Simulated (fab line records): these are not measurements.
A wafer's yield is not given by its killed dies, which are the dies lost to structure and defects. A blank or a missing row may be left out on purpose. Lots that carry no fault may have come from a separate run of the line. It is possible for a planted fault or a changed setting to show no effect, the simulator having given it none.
Which tool did it? / flow gf180mcu / 13 lots with 39 wafers sampled at 4 steps, on a route of 602 steps

## WHAT THE GAUGES READ, wafer by wafer
GF_M4_OVL_MEAS_15. Usual: M4_OVL gives 2 nm (standard deviation 6.2).
lot=L368; measured=day 24 06:02; on=overlay-02; M4_OVL (nm)=-3 -2 7; flag=
lot=L370; measured=day 24 19:40; on=overlay-01; M4_OVL (nm)=0 0 1; flag=
lot=L372; measured=day 25 09:39; on=overlay-02; M4_OVL (nm)=-1 1 4; flag=
lot=L373; measured=day 25 18:20; on=overlay-02; M4_OVL (nm)=17 5 7; flag=
lot=L374; measured=day 26 08:53; on=overlay-01; M4_OVL (nm)=-10 4 -5; flag=
lot=L375; measured=day 26 14:05; on=overlay-02; M4_OVL (nm)=-3 2 -3; flag=
lot=L376; measured=day 26 22:13; on=overlay-02; M4_OVL (nm)=1 -5 -5; flag=
lot=L384; measured=day 29 05:05; on=overlay-02; M4_OVL (nm)=0 0 5; flag=
lot=L386; measured=day 29 19:50; on=overlay-01; M4_OVL (nm)=2 12 11; flag=
lot=L387; measured=day 30 00:31; on=overlay-02; M4_OVL (nm)=-2 1 4; flag=
lot=L388; measured=day 30 11:32; on=overlay-02; M4_OVL (nm)=2 -3 -2; flag=
lot=L390; measured=day 30 21:23; on=overlay-02; M4_OVL (nm)=5 9 7; flag=
lot=L391; measured=day 31 01:32; on=overlay-01; M4_OVL (nm)=9 4 9; flag=

GF_V4_THK_MEAS_01. Usual: V4_CVD_00_THK gives 598 nm (standard deviation 4.8).
lot=L368; measured=day 24 06:48; on=film_metro-02; V4_CVD_00_THK (nm)=598 595 599; flag=
lot=L370; measured=day 24 20:25; on=film_metro-02; V4_CVD_00_THK (nm)=604 610 602; flag=
lot=L372; measured=day 25 10:25; on=film_metro-04; V4_CVD_00_THK (nm)=599 599 602; flag=
lot=L373; measured=day 25 19:08; on=film_metro-02; V4_CVD_00_THK (nm)=596 596 601; flag=
lot=L374; measured=day 26 09:38; on=film_metro-01; V4_CVD_00_THK (nm)=598 594 594; flag=
lot=L375; measured=day 26 14:50; on=film_metro-01; V4_CVD_00_THK (nm)=599 599 601; flag=
lot=L376; measured=day 26 22:59; on=film_metro-02; V4_CVD_00_THK (nm)=596 593 592; flag=
lot=L384; measured=day 29 06:21; on=film_metro-04; V4_CVD_00_THK (nm)=598 593 602; flag=
lot=L386; measured=day 29 20:37; on=film_metro-01; V4_CVD_00_THK (nm)=605 598 606; flag=
lot=L387; measured=day 30 01:16; on=film_metro-01; V4_CVD_00_THK (nm)=596 590 597; flag=
lot=L388; measured=day 30 12:17; on=film_metro-01; V4_CVD_00_THK (nm)=594 599 597; flag=
lot=L390; measured=day 30 22:16; on=film_metro-01; V4_CVD_00_THK (nm)=601 607 597; flag=
lot=L391; measured=day 31 02:25; on=film_metro-01; V4_CVD_00_THK (nm)=602 599 594; flag=

## TOOL THAT RAN EACH LOT (tool first, then ch and the chambers of the sampled wafers, then the start)
lot=L368; GF_M4_SPUTTER_02=pvd_sputter-03, day 23 06:37; GF_M4_METAL_ETCH_16=rie_metal-03 ch 0,1, day 24 06:04
lot=L370; GF_M4_SPUTTER_02=pvd_sputter-03, day 23 21:01; GF_M4_METAL_ETCH_16=rie_metal-04 ch 0,1, day 24 19:42
lot=L372; GF_M4_SPUTTER_02=pvd_sputter-03, day 24 11:46; GF_M4_METAL_ETCH_16=rie_metal-04 ch 0,1, day 25 09:43
lot=L373; GF_M4_SPUTTER_02=pvd_sputter-03, day 24 20:53; GF_M4_METAL_ETCH_16=rie_metal-02 ch 0, day 25 18:22
lot=L374; GF_M4_SPUTTER_02=pvd_sputter-03, day 25 10:39; GF_M4_METAL_ETCH_16=rie_metal-04 ch 0,1, day 26 08:55
lot=L375; GF_M4_SPUTTER_02=pvd_sputter-02, day 25 16:34; GF_M4_METAL_ETCH_16=rie_metal-02 ch 0,1, day 26 14:07
lot=L376; GF_M4_SPUTTER_02=pvd_sputter-02, day 26 00:52; GF_M4_METAL_ETCH_16=rie_metal-04 ch 0,1, day 26 22:17
lot=L384; GF_M4_SPUTTER_02=pvd_sputter-03, day 28 09:01; GF_M4_METAL_ETCH_16=rie_metal-04 ch 0,1, day 29 05:07
lot=L386; GF_M4_SPUTTER_02=pvd_sputter-03, day 29 00:40; GF_M4_METAL_ETCH_16=rie_metal-04 ch 0,1, day 29 19:52
lot=L387; GF_M4_SPUTTER_02=pvd_sputter-02, day 29 04:27; GF_M4_METAL_ETCH_16=rie_metal-04 ch 0,1, day 30 00:32
lot=L388; GF_M4_SPUTTER_02=pvd_sputter-01, day 29 16:31; GF_M4_METAL_ETCH_16=rie_metal-03 ch 0,1, day 30 11:34
lot=L390; GF_M4_SPUTTER_02=pvd_sputter-03, day 30 02:28; GF_M4_METAL_ETCH_16=rie_metal-03 ch 0, day 30 21:28
lot=L391; GF_M4_SPUTTER_02=pvd_sputter-01, day 30 06:37; GF_M4_METAL_ETCH_16=rie_metal-03 ch 0, day 31 01:37
- GF_M4_SPUTTER_02: material AlCu, target thk 450 nm, time 23.9 s.
- GF_M4_METAL_ETCH_16: etches the open film in Cl2/BCl3, stops on SiO2, target depth 627.5 nm, time 104.6 s.

## AS READ BY THE TOOLS THEMSELVES (means over the sampled wafers that have a number; for cases with no such wafer, the mark the record gives instead)
GF_M4_SPUTTER_02. Usual: chamber_pressure_pa 0.4000 Pa, standard deviation 0.00083; throttle_valve_pct 29.8 %, standard deviation 1.1.
lot=L368; tool=pvd_sputter-03; chamber_pressure_pa (Pa)=0.4008; throttle_valve_pct (%)=29.3; flag=
lot=L370; tool=pvd_sputter-03; chamber_pressure_pa (Pa)=0.4007; throttle_valve_pct (%)=29.8; flag=
lot=L372; tool=pvd_sputter-03; chamber_pressure_pa (Pa)=0.3992; throttle_valve_pct (%)=28.3; flag=
lot=L373; tool=pvd_sputter-03; chamber_pressure_pa (Pa)=0.4003; throttle_valve_pct (%)=29.9; flag=
lot=L374; tool=pvd_sputter-03; chamber_pressure_pa (Pa)=0.4004; throttle_valve_pct (%)=29.4; flag=
lot=L375; tool=pvd_sputter-02; chamber_pressure_pa (Pa)=0.3998; throttle_valve_pct (%)=29.7; flag=
lot=L376; tool=pvd_sputter-02; chamber_pressure_pa (Pa)=0.4001; throttle_valve_pct (%)=31.1; flag=
lot=L384; tool=pvd_sputter-03; chamber_pressure_pa (Pa)=0.3993; throttle_valve_pct (%)=29.3; flag=
lot=L386; tool=pvd_sputter-03; chamber_pressure_pa (Pa)=0.3995; throttle_valve_pct (%)=29.0; flag=
lot=L387; tool=pvd_sputter-02; chamber_pressure_pa (Pa)=0.4000; throttle_valve_pct (%)=30.6; flag=
lot=L388; tool=pvd_sputter-01; chamber_pressure_pa (Pa)=0.3999; throttle_valve_pct (%)=30.0; flag=
lot=L390; tool=pvd_sputter-03; chamber_pressure_pa (Pa)=0.3992; throttle_valve_pct (%)=29.0; flag=
lot=L391; tool=pvd_sputter-01; chamber_pressure_pa (Pa)=0.3992; throttle_valve_pct (%)=30.3; flag=

GF_M4_METAL_ETCH_16. Usual: bias_w 140.0 W, standard deviation 0.38; drypump_motor_current_A 6.0 A, standard deviation 0.41; oes_product_au 0.973 a.u., standard deviation 0.006; throttle_valve_pct 28.248 %, standard deviation 0.011.
lot=L368; tool=rie_metal-03; bias_w (W)=140.1; drypump_motor_current_A (A)=5.9; oes_product_au (a.u.)=0.972; throttle_valve_pct (%)=28.250; flag=
lot=L370; tool=rie_metal-04; bias_w (W)=140.2; drypump_motor_current_A (A)=6.2; oes_product_au (a.u.)=0.973; throttle_valve_pct (%)=28.247; flag=
lot=L372; tool=rie_metal-04; bias_w (W)=140.1; drypump_motor_current_A (A)=6.3; oes_product_au (a.u.)=0.972; throttle_valve_pct (%)=28.248; flag=
lot=L373; tool=rie_metal-02; bias_w (W)=139.8; drypump_motor_current_A (A)=6.5; oes_product_au (a.u.)=0.977; throttle_valve_pct (%)=28.244; flag=
lot=L374; tool=rie_metal-04; bias_w (W)=140.4; drypump_motor_current_A (A)=6.4; oes_product_au (a.u.)=0.976; throttle_valve_pct (%)=28.244; flag=
lot=L375; tool=rie_metal-02; bias_w (W)=139.9; drypump_motor_current_A (A)=6.0; oes_product_au (a.u.)=0.970; throttle_valve_pct (%)=28.247; flag=
lot=L376; tool=rie_metal-04; bias_w (W)=139.9; drypump_motor_current_A (A)=6.3; oes_product_au (a.u.)=0.977; throttle_valve_pct (%)=28.256; flag=
lot=L384; tool=rie_metal-04; bias_w (W)=138.5; drypump_motor_current_A (A)=6.1; oes_product_au (a.u.)=0.970; throttle_valve_pct (%)=28.241; flag=OFF
lot=L386; tool=rie_metal-04; bias_w (W)=136.4; drypump_motor_current_A (A)=6.3; oes_product_au (a.u.)=0.972; throttle_valve_pct (%)=28.243; flag=OFF
lot=L387; tool=rie_metal-04; bias_w (W)=136.6; drypump_motor_current_A (A)=6.3; oes_product_au (a.u.)=0.972; throttle_valve_pct (%)=28.259; flag=OFF
lot=L388; tool=rie_metal-03; bias_w (W)=139.7; drypump_motor_current_A (A)=5.9; oes_product_au (a.u.)=0.969; throttle_valve_pct (%)=28.250; flag=
lot=L390; tool=rie_metal-03; bias_w (W)=139.7; drypump_motor_current_A (A)=5.8; oes_product_au (a.u.)=0.976; throttle_valve_pct (%)=28.251; flag=
lot=L391; tool=rie_metal-03; bias_w (W)=140.2; drypump_motor_current_A (A)=5.8; oes_product_au (a.u.)=0.966; throttle_valve_pct (%)=28.248; flag=

## THE ANSWER, worked out from the rows above alone
Rule: lot off if the mean of its wafers having a number is beyond 3 standard deviations from the usual mean. A lot without any number at a reading at which 4 lots or more have one is off too. Any other lot the step has rows for is counted as sound. First the gauges in route order, then the tools' own readings, where a lot's mean is used as printed above. At the first step where some lot is off, the reading lying furthest off is the one used; lots without a number count as furthest.
Off, at GF_M4_METAL_ETCH_16 on bias_w: L384, L386, L387.
A tool fits if, at that step or a process step before it, it ran every lot that is off, and no sound lot after the first of them. One fits: rie_metal-04 at GF_M4_METAL_ETCH_16. A fault onset in the window from L376 (day 26 22:17, its last sound lot) to L384 (day 29 05:07, its first lot off) fits.
On the lots that are off, the tool's own readings at GF_M4_METAL_ETCH_16 differ by more than 5 times the standard deviation of the sound lots' means, which bears it out; bias_w reads 137.2 W there versus 140.0 W on the sound lots.

## WHAT WAS PUT IN BY THE SIMULATOR
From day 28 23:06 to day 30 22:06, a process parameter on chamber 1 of rie_metal-04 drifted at GF_M4_METAL_ETCH_16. From 140, the setting bias_w moved by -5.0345. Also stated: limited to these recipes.
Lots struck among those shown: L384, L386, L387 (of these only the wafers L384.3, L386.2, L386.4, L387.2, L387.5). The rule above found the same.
